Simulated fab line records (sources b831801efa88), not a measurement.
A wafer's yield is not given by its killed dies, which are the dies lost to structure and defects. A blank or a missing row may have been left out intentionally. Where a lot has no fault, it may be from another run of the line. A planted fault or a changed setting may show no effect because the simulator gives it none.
Which tool was responsible? + flow sky130 + Sampling: 14 lots, 42 wafers, 5 of 708 route steps

WHAT THE GAUGES READ, wafer by wafer
SKY_FIELD_ISO_BOW_MEAS_00.
| lot  | measured    | on           | INCOMING_BOW (um) |
|------|-------------|--------------|-------------------|
| L290 | day 1 10:01 | filmMetro-02 | 0 12 -17          |
| L291 | day 1 15:00 | filmMetro-04 | 0 -8 8            |
| L292 | day 1 20:00 | filmMetro-02 | 15 12 3           |
| L293 | day 2 01:00 | filmMetro-02 | 1 2 -2            |
| L294 | day 2 06:04 | filmMetro-04 | 5 7 -2            |
| L296 | day 2 16:00 | filmMetro-04 | -7 0 -1           |
| L297 | day 2 21:00 | filmMetro-04 | 5 -1 5            |
| L298 | day 3 02:01 | filmMetro-04 | -2 -4 -6          |
| L300 | day 3 12:00 | filmMetro-03 | 5 -6 14           |
| L302 | day 3 22:02 | filmMetro-04 | 1 3 -3            |
| L305 | day 4 13:01 | filmMetro-02 | -7 -2 -11         |
| L309 | day 5 09:01 | filmMetro-03 | 5 -1 -2           |
| L311 | day 5 19:00 | filmMetro-02 | -7 5 7            |
| L313 | day 6 05:01 | filmMetro-04 | 0 -4 12           |

SKY_PWDE_OVL_MEAS_07.
| lot  | measured    | on         | PWDE_OVL (nm)  |
|------|-------------|------------|----------------|
| L290 | day 3 17:55 | overlay-02 | -2.1 -1.1 -2.1 |
| L291 | day 4 04:50 | overlay-02 | 0.6 -0.5 0.3   |
| L292 | day 4 09:14 | overlay-02 | 1.2 -0.6 -0.4  |
| L293 | day 4 10:35 | overlay-02 | 0.6 -0.5 -0.5  |
| L294 | day 4 17:04 | overlay-02 | -2.7 -1.1 -1.0 |
| L296 | day 5 07:53 | overlay-01 | 0.2 2.3 0.9    |
| L297 | day 5 11:51 | overlay-01 | 0.8 2.0 3.3    |
| L298 | day 5 15:49 | overlay-01 | 2.0 1.4 2.7    |
| L300 | day 6 04:20 | overlay-01 | -0.7 1.4 -1.0  |
| L302 | day 6 12:43 | overlay-01 | - - -          |
| L305 | day 7 11:24 | overlay-01 | - - -          |
| L309 | day 8 07:31 | overlay-01 | 0.0 0.8 -0.2   |
| L311 | day 8 15:47 | overlay-01 | 1.3 3.4 1.7    |
| L313 | day 9 06:08 | overlay-01 | 2.4 0.6 2.2    |

SKY_VT_ADJUST_NCORE_CD_MEAS_07: the cd target is 380 nm.
| lot  | measured     | on       | cdNm (nm)         |
|------|--------------|----------|-------------------|
| L290 | day 8 08:44  | cdSem-01 | 382.7 382.7 379.7 |
| L291 | day 8 21:02  | cdSem-02 | 378.8 376.6 378.8 |
| L292 | day 9 03:19  | cdSem-02 | 382.6 381.1 383.4 |
| L293 | day 9 04:22  | cdSem-02 | 383.1 380.9 383.3 |
| L294 | day 9 13:06  | cdSem-01 | 381.9 383.9 382.3 |
| L296 | day 10 09:32 | cdSem-01 | 381.3 378.9 383.7 |
| L297 | day 10 12:08 | cdSem-02 | 381.8 382.5 384.4 |
| L298 | day 10 17:10 | cdSem-01 | 376.9 378.2 375.0 |
| L300 | day 11 09:25 | cdSem-01 | 382.1 380.5 382.9 |
| L302 | day 11 20:57 | cdSem-02 | 378.9 379.9 379.7 |
| L305 | day 13 01:59 | cdSem-01 | 381.7 382.1 380.1 |
| L309 | day 14 01:43 | cdSem-02 | 382.5 381.2 381.9 |
| L311 | day 14 11:08 | cdSem-01 | 379.2 378.6 380.1 |
| L313 | day 15 06:52 | cdSem-02 | 378.9 381.2 378.9 |

TOOL THAT RAN EACH LOT (tool first, then ch and the chambers of the sampled wafers, then the start)
| lot  | SKY_PWDE_DEVELOP_06             | SKY_NWELL_RTA_28                |
|------|---------------------------------|---------------------------------|
| L290 | lithoTrack-02 ch 0, day 3 17:00 | rtpAnneal-02 ch 0, day 5 05:01  |
| L291 | lithoTrack-04 ch 0, day 4 04:00 | rtpAnneal-01 ch 0, day 5 15:20  |
| L292 | lithoTrack-04 ch 0, day 4 09:00 | rtpAnneal-02 ch 0, day 5 19:56  |
| L293 | lithoTrack-04 ch 0, day 4 10:00 | rtpAnneal-01 ch 0, day 5 22:15  |
| L294 | lithoTrack-04 ch 0, day 4 16:00 | rtpAnneal-01 ch 0, day 6 04:32  |
| L296 | lithoTrack-04 ch 0, day 5 07:00 | rtpAnneal-02 ch 0, day 6 21:02  |
| L297 | lithoTrack-01 ch 0, day 5 11:00 | rtpAnneal-01 ch 0, day 7 00:47  |
| L298 | lithoTrack-02 ch 0, day 5 15:00 | rtpAnneal-02 ch 0, day 7 05:52  |
| L300 | lithoTrack-04 ch 0, day 6 04:00 | rtpAnneal-02 ch 0, day 7 18:50  |
| L302 | lithoTrack-01 ch 0, day 6 12:00 | rtpAnneal-02 ch 0, day 8 04:31  |
| L305 | lithoTrack-01 ch 0, day 7 11:00 | rtpAnneal-02 ch 0, day 9 05:54  |
| L309 | lithoTrack-02 ch 0, day 8 07:00 | rtpAnneal-02 ch 0, day 10 02:42 |
| L311 | lithoTrack-04 ch 0, day 8 15:00 | rtpAnneal-02 ch 0, day 10 11:20 |
| L313 | lithoTrack-04 ch 0, day 9 06:00 | rtpAnneal-02 ch 0, day 11 03:16 |
- SKY_PWDE_DEVELOP_06: develop time 60 s.
- SKY_NWELL_RTA_28: time 30 s.

WHAT THE TOOLS THEMSELVES READ (means of the sampled wafers that have a number; where no wafer has one, the mark that the record gives instead)
SKY_NWELL_RTA_28.
| lot  | tool         | lampPowerPct (%) | rampDownCPerS | wafer_temp_C_max |
|------|--------------|------------------|---------------|------------------|
| L290 | rtpAnneal-02 | 25.30            | 90.002        | 1055.7           |
| L291 | rtpAnneal-01 | 25.30            | 89.980        | 1054.1           |
| L292 | rtpAnneal-02 | 25.32            | 90.001        | 1055.5           |
| L293 | rtpAnneal-01 | 25.30            | 89.999        | 1056.5           |
| L294 | rtpAnneal-01 | 25.29            | 89.999        | 1055.8           |
| L296 | rtpAnneal-02 | 25.27            | 89.996        | 1054.8           |
| L297 | rtpAnneal-01 | 25.32            | 89.994        | 1055.4           |
| L298 | rtpAnneal-02 | 25.27            | 90.000        | 1054.7           |
| L300 | rtpAnneal-02 | 25.28            | 89.996        | 1056.1           |
| L302 | rtpAnneal-02 | 25.34            | 90.010        | 1054.6           |
| L305 | rtpAnneal-02 | 25.36            | 89.989        | 1054.7           |
| L309 | rtpAnneal-02 | 25.35            | 89.999        | 1055.1           |
| L311 | rtpAnneal-02 | 25.27            | 89.993        | 1055.1           |
| L313 | rtpAnneal-02 | 25.33            | 90.003        | 1055.0           |

THE ANSWER, worked out from the rows above alone
Rule: what is usual is taken from the lots themselves. The widest of any qualifying gaps counts: lots, ordered by their means at a reading, are off when they make up no more than a third of the lots, leave a main group of 4 or more, and stand apart from it by 3 or more times the standard deviation of that group's means. Not used: any main group whose means are identical at the precision the tables above print for the reading. Also off: a lot with no number at a reading for which 4 or more lots have one. All remaining lots with rows at the step are treated as sound. After the gauges, taken in route order, come the tools' own readings; for these a lot's mean is taken, as printed above. At the first step where some lot is off, the reading lying furthest off is the one used; lots without a number count as furthest.
Off: at SKY_PWDE_OVL_MEAS_07 (PWDE_OVL), L302, L305. Without a number there: L302, L305. The main group has a mean of 0.5 nm with a standard deviation of 1.3.
A tool fits if, at a process step before that reading, it ran every lot that is off, and no sound lot after the first of them. The gauges at SKY_PWDE_OVL_MEAS_07 are tried like those tools. One fits: lithoTrack-01 at SKY_PWDE_DEVELOP_06. Its last sound lot is L297 (day 5 11:00), its first lot that is off L302 (day 6 12:00): a fault that began between those two fits.

WHAT HAD BEEN PUT IN BY THE SIMULATOR
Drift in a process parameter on lithoTrack-01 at SKY_PWDE_DEVELOP_06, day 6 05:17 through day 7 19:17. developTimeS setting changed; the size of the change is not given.
Struck lots among those shown: L302, L305. The rule given above showed the same thing.
